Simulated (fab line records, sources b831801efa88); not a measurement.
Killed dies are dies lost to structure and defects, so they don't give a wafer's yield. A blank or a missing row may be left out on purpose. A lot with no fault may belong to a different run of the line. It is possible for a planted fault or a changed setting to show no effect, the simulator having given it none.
Struck lot and sound lot, side by side / flow sky130 / 44 out of 708 route steps
Sound: the wafers L145.2, L145.3, L145.5. Wafers struck: L151.1, L151.3, L151.5. The cause is named last.
At each step with rows: each side's tool, then ch and its chambers, then its first start. Under that, the readings that differ: sound wafers / struck wafers / difference of the means / sigmas: that difference in standard deviations of wafers without a fault.
alike: a reading whose means differ by less than 2 such deviations, as well as words and numbers matching on both sides. not compared: withheld readings; readings where some wafer has no value; bounds like >300 that might hide an equal value; numbers whose values overlap and for which the record gives no deviation.
The two part at a step that has a row with sigmas, a row that says differs or no value, or rows on one side only. Non-overlapping numbers with no deviation appear without sigmas and do not part them. Lack of a reading on every wafer of one side parts them only where that side has two or more wafers.

SKY_VIA2_ETCH_15: etches SiO2 in C4F8/O2/Ar, stops on TiN, target depth 546 nm, time 84 s.
  sound on rie-diel-03 ch 0,2,3, day 38 17:29; struck on rie-diel-02 ch 0,1,2, day 40 08:32
  alike: oes-product-au
  not compared: rf-hours-counter-h
SKY_VIA2_STRIP_16: strips in O2/N2.
  sound on plasma-asher-04 ch 0,1, day 38 17:34; struck on plasma-asher-01 ch 1, day 40 08:37
reading=drypump-motor-current-A (A); sound=5.2 6.0 5.9; struck=6.7 6.7 6.7; difference=+1.0; sigmas=+2
  alike: o2-flow-sccm, oes-product-au, strip-time-to-endpoint-s
  not compared: rf-hours-counter-h
then, 5 steps without rows for these wafers: SKY_VIA2_STRIP_17 (strips in post etch residue remover, time 1200 s); SKY_VIA2_CLEAN_18 (cleans in IPA, time 180 s); SKY_VIA2_CLEAN_19 (cleans in O3/DIW); SKY_VIA2_SPUTTER_20 (material TiN, target thk 20 nm, time 80 s); SKY_VIA2_CVD_21 (deposits W, target thk 420 nm, time 126.4 s).
SKY_VIA2_RS_MEAS_22: uses a four-point probe to measure.
  sound: film-metro-01 at day 38 18:22; struck: film-metro-03 at day 40 09:23
  alike: VIA2_W_RS
SKY_VIA2_THK_MEAS_23: measures by xrf.
  sound: film-metro-01 at day 38 18:28; struck: film-metro-03 at day 40 09:31
  alike: VIA2_W_THK
SKY_VIA2_CMP_24: polishes, stops on SiO2, t overpolish 20 s, target thk 0 nm.
  sound on cmp-01 ch 0,3, day 38 18:31; struck on cmp-01 ch 0,2,3, day 40 09:40
  alike: edge-zone-pressure-frac, motor-current-A, overpolish-run-s, time-to-endpoint-s
then, 2 steps without rows for these wafers: SKY_METAL3_SPUTTER_00 (material Ti, target thk 15 nm, time 10 s); SKY_METAL3_SPUTTER_01 (material TiN, target thk 20 nm, time 16.7 s).
SKY_METAL3_SPUTTER_02: material AlCu, target thk 735 nm, time 39.1 s.
  sound: pvd-sputter-04 at day 38 18:52; struck: pvd-sputter-03 at day 40 09:55
reading=cathode-dc-power-W (W); sound=10599 10599 10598; struck=9569.2 9569.0 9571.3; difference=-1028.8; sigmas=-99 or more
reading=model.AlCu_of_METAL3_SPUTTER_02.thk-nm (nm); sound=733.4 725.9 739.5; struck=667.3 664.8 663.6; difference=-67.7; sigmas=
  alike: throttle-valve-pct
then, 1 step without rows for these wafers: SKY_METAL3_SPUTTER_03 (material Ti, target thk 5 nm, time 3.3 s).
SKY_METAL3_SPUTTER_04: material TiN, target thk 70 nm, time 58.3 s.
  sound: pvd-sputter-04 at day 38 18:55; struck: pvd-sputter-03 at day 40 09:58
  alike: cathode-dc-power-W, throttle-valve-pct
then, 1 step without rows for these wafers: SKY_CAPM_CVD_00 (deposits SiO2, target thk 15.5 nm).
SKY_CAPM_THK_MEAS_01:
  sound: film-metro-01 at day 38 19:00; struck: film-metro-02 at day 40 10:02
  alike: CAPM_CVD_00_THK
then, 1 step without rows for these wafers: SKY_CAPM_SPUTTER_02 (material TiN, target thk 200 nm, time 166.7 s).
SKY_CAPM_RS_MEAS_03: uses a four-point probe to measure.
  sound: film-metro-01 at day 38 19:11; struck: film-metro-01 at day 40 10:13
  alike: CAPM_TIN_RS
SKY_CAPM_THK_MEAS_04: measures by xrf.
  sound: film-metro-01 at day 38 19:17; struck: film-metro-01 at day 40 10:20
  alike: CAPM_TIN_THK
then, 7 steps without rows for these wafers: SKY_CAPM_DEHYDRATE_05 (time 60 s); SKY_CAPM_HMDS_06 (prime time 60 s); SKY_CAPM_COAT_07 (resist thk 1140 nm); SKY_CAPM_SOFTBAKE_08 (time 60 s); SKY_CAPM_EXPOSE_09 (exposes mask CAPM, target cd 1000 nm); SKY_CAPM_PEB_10; SKY_CAPM_DEVELOP_11 (develop time 60 s).
SKY_CAPM_OVL_MEAS_12:
  sound: overlay-01 at day 39 20:01; struck: overlay-02 at day 41 09:28
  alike: CAPM_OVL
then, 1 step without rows for these wafers: SKY_CAPM_METAL_ETCH_13 (etches TiN in Cl2/BCl3, stops on SiO2, target depth 220 nm, time 62.9 s).
SKY_CAPM_STRIP_14: strips in O2/N2.
  sound on plasma-asher-01 ch 0,1, day 39 20:08; struck on plasma-asher-03 ch 0,1, day 41 09:35
reading=drypump-motor-current-A (A); sound=5.8 6.7 6.7; struck=5.2 5.3 5.3; difference=-1.1; sigmas=-3
  alike: o2-flow-sccm, oes-product-au, strip-time-to-endpoint-s
  not compared: rf-hours-counter-h
then, 11 steps without rows for these wafers: SKY_CAPM_STRIP_15 (strips in post etch residue remover, time 1200 s); SKY_CAPM_CLEAN_16 (cleans in IPA, time 180 s); SKY_CAPM_CLEAN_17 (cleans in O3/DIW); SKY_METAL3_DEHYDRATE_05 (time 60 s); SKY_METAL3_HMDS_06 (prime time 60 s); SKY_METAL3_COAT_07 (resist thk 60 nm); SKY_METAL3_COAT_08 (resist thk 1140 nm); SKY_METAL3_SOFTBAKE_09 (time 90 s); SKY_METAL3_EXPOSE_10 (exposes mask MM3, target cd 300 nm); SKY_METAL3_PEB_11; SKY_METAL3_DEVELOP_12 (develop time 60 s).
SKY_METAL3_CD_MEAS_13: target cd 300 nm.
  sound: cd-sem-01 at day 40 21:13; struck: cd-sem-02 at day 42 09:46
  alike: cd-nm
SKY_METAL3_METAL_ETCH_18: etches the open film in Cl2/BCl3, stops on SiO2, target depth 845 nm, time 183.1 s.
  sound on rie-metal-03 ch 0,1, day 40 21:30; struck on rie-metal-04 ch 0,1, day 42 10:04
reading=oes-product-au (a.u.); sound=0.861 0.862 0.878; struck=0.836 0.815 0.825; difference=-0.042; sigmas=-6
  alike: drypump-motor-current-A, throttle-valve-pct
  not compared: rf-hours-counter-h
-- the record jumps here: 7 days lie between the struck wafers' starts before and after (it left off in module METAL3 and takes up again in module PAD_OPEN, whose first step shown is number 708 of the route) --
SKY_PAD_OPEN_PROBE_99:
  sound: prober-01 at day 47 18:53; struck: prober-01 at day 48 23:20
reading=model.etest.met3.line-ohm-um; sound=0.1376 0.1411 0.1346; struck=0.1568 0.1586 0.1571; difference=+0.0197; sigmas=
reading=model.etest.met3.rs-ohm-sq; sound=0.04262 0.04315 0.04185; struck=0.04659 0.047 0.0474; difference=+0.00446; sigmas=
  alike: defect-limited-yield, killed_at_M0_to_M3, killed_at_M4_up, killed-at-contacts, killed-at-front-end, killed-at-other, killed-dies, killed-open, killed-short, sort_bin_3_pad_short, sort_bin_5_function, sort_bin_6_memory, sort-n-pass, sort-yield-pct

## WHERE THEY PART
First at SKY_VIA2_STRIP_16; last, within this record, at SKY_METAL3_METAL_ETCH_18. Later steps at which nothing parts them and some readings are alike: SKY_PAD_OPEN_PROBE_99.

WHY: the cause the simulator had injected
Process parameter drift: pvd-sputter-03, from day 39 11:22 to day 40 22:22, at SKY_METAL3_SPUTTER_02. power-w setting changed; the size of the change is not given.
